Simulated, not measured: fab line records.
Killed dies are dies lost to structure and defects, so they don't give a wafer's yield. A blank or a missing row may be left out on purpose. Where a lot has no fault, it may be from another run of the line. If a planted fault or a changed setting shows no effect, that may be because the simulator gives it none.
A lot that was struck, set against a sound lot    flow sky130    27 steps out of a route of 708
Sound: these wafers, L653.1, L653.4, L653.5. Wafers L657.1, L657.3, L657.5 were the ones struck. At the end, the cause is stated.
For every step that has rows: the tool of each side, followed by ch and its chambers, followed by its first start. Under that, the readings that differ: sound wafers    struck wafers    difference of the means    sigmas: that difference in standard deviations of wafers without a fault.
alike: same words and numbers on both sides, and readings whose means sit less than 2 such deviations apart. not compared: any withheld reading, any reading some wafer has no value for, any bound like >300 that may hide the same value, and any number with overlapping values for which the record gives no deviation.
A row with sigmas, a row that says differs or no value, or rows on one side alone: a step with any of these is where the two part. When numbers do not overlap yet have no deviation, they are printed without sigmas and do not part them. Lack of a reading on every wafer of one side parts them only where that side has two or more wafers.

first, 5 steps without rows for these wafers: SKY_GATE_OXIDE_COAT_05 (resist thk 1140 nm); SKY_GATE_OXIDE_SOFTBAKE_06 (time 60 s); SKY_GATE_OXIDE_EXPOSE_07 (exposes mask LVOM, target cd 600 nm); SKY_GATE_OXIDE_PEB_08; SKY_GATE_OXIDE_DEVELOP_09 (develop time 60 s).
SKY_GATE_OXIDE_OVL_MEAS_10:
  sound on overlay-01, day 13 21:37; struck on overlay-02, day 15 13:02
  alike: GATE_OXIDE_OVL
then, 2 steps without rows for these wafers: SKY_GATE_OXIDE_IMPLANT_11; SKY_GATE_OXIDE_WET_ETCH_12 (etches SiO2 in dHF, target depth 16.8 nm, time 336 s).
SKY_GATE_OXIDE_STRIP_13: strips in O2/N2.
  sound on plasmaAsher-01 ch 0,1, day 13 21:56; struck on plasmaAsher-02 ch 0,1, day 15 13:20
  alike: drypumpMotorCurrentA, oesProductAu, stripTimeToEndpointS
  not compared: rfHoursCounterH
SKY_GATE_OXIDE_TW_MEAS_14:
  sound on filmMetro-03, day 13 22:02; struck on filmMetro-03, day 15 13:26
  alike: GATE_OXIDE_TW
then, 2 steps without rows for these wafers: SKY_GATE_OXIDE_CLEAN_15 (cleans in SC1/SC2, time 150 s); SKY_GATE_OXIDE_OXIDATION_16 (stabilise 600 s, purge 300 s, target thk 3.57 nm).
SKY_POLY_GATE_CVD_00: deposits poly-Si, target thk 180 nm, time 720 s.
  sound on lpcvd-01 ch 1, day 14 01:19; struck on lpcvd-01 ch 1, day 15 15:44
reading                                       sound              struck           difference  sigmas
model.poly-Si_of_POLY_GATE_CVD_00.thkNm (nm)  179.2 179.5 179.7  189.1 190.1 190  +10.3       
SKY_POLY_GATE_THK_MEAS_01:
  sound on filmMetro-03, day 14 02:31; struck on filmMetro-03, day 15 16:56
reading                    sound              struck             difference  sigmas
POLY_GATE_CVD_00_THK (nm)  179.2 179.4 179.6  189.1 190.1 190.0  +10.3       +5
then, 8 steps without rows for these wafers: SKY_RES_PROTECT_DEHYDRATE_00 (time 60 s); SKY_RES_PROTECT_HMDS_01 (prime time 60 s); SKY_RES_PROTECT_COAT_02 (resist thk 1140 nm); SKY_RES_PROTECT_SOFTBAKE_03 (time 60 s); SKY_RES_PROTECT_EXPOSE_04 (exposes mask RPM, target cd 1270 nm); SKY_RES_PROTECT_PEB_05; SKY_RES_PROTECT_DEVELOP_06 (develop time 60 s); SKY_POLY_GATE_IMPLANT_02.
SKY_RES_PROTECT_STRIP_07: strips in O2/N2.
  sound on plasmaAsher-03 ch 0,1, day 15 04:59; struck on plasmaAsher-04 ch 0,1, day 16 20:56
  alike: drypumpMotorCurrentA, oesProductAu, stripTimeToEndpointS
  not compared: rfHoursCounterH
SKY_RES_PROTECT_TW_MEAS_08:
  sound on filmMetro-02, day 15 05:05; struck on filmMetro-04, day 16 21:02
  alike: POLY_GATE_TW
SKY_RES_PROTECT_CLEAN_09: cleans in SC1/SC2, time 150 s.
  sound on wetBench-02 ch 0, day 15 05:08; struck on wetBench-02 ch 0, day 16 21:05
reading                                       sound              struck             difference  sigmas
model.poly-Si_of_POLY_GATE_CVD_00.thkNm (nm)  178.6 178.8 179.1  188.4 189.5 189.3  +10.2       
  alike: bathGuardTempC
then, 1 step without rows for these wafers: SKY_POLY_GATE_CVD_03 (deposits Si3N4 from DCS/NH3, target thk 75 nm, time 1290 s).
-- a jump in the record: the struck wafers' starts before and after are 30 days apart (it breaks off in module POLY_GATE and resumes in module PAD_OPEN, where the first step shown is number 708 of the route) --
SKY_PAD_OPEN_PROBE_99:
  sound on prober-02, day 45 19:33; struck on prober-02, day 47 02:58
reading                      sound              struck             difference  sigmas
model.etest.resPoly.rsOhmSq  48.74 48.31 48.91  47.16 47.24 47.36  -1.40       

WHERE THEY PART
Only at SKY_POLY_GATE_THK_MEAS_01, as far as this record shows. Later steps at which nothing parts them and some readings are alike: SKY_RES_PROTECT_STRIP_07, SKY_RES_PROTECT_TW_MEAS_08, SKY_RES_PROTECT_CLEAN_09.

WHY: whatever the simulator had introduced
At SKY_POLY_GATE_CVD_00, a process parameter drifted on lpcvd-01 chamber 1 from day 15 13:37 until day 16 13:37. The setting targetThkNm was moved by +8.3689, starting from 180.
